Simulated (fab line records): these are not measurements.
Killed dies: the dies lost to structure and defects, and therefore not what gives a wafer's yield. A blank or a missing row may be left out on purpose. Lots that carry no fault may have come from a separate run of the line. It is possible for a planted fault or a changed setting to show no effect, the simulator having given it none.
Chamber matching	flow gf180mcu	pecvd-03 running GF_MIM_CVD_05: 3 sister chambers
The step deposits Si3N4, target thk 42 nm, time 29.086 s. 3 wafers are shown with their chamber, then 7 later ones without.

WAFERS WITH THEIR CHAMBER
wafer	chamber	heater-power-w (W)
L729.3	0	554
L730.2	2	777
L730.4	1	698

WAFERS WHOSE CHAMBER IS MISSING
wafer	heater-power-w (W)
L730.6	544
L741.1	605
L741.2	735
L741.5	609
L744.3	725
L744.4	590
L744.5	719

WHICH CHAMBER EACH WENT THROUGH
wafer	from the rows above	in truth
L730.6	0	0
L741.1	can't be placed: 0 or 1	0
L741.2	can't be placed: 1 or 2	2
L741.5	can't be placed: 0 or 1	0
L744.3	can't be placed: 1 or 2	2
L744.4	can't be placed: 0 or 1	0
L744.5	can't be placed: 1 or 2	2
Placed correctly: 1 of 7. These rows do not allow placing 6 (true chamber among the candidates in 6). Placed wrongly: 0.
How it was worked out, from the rows above alone: a wafer's distance from a chamber is the root of the sum, over the readings, of the square of ((its reading less the chamber's mean) divided by the reading's scatter). The wafer belongs to the nearest chamber; if the next one is less than 2 further off, it can't be placed. The mean given for a chamber averages the wafers shown for that chamber. The scatter: root of mean squared gap, hidden wafer to nearest shown wafer, with one shown wafer a chamber.
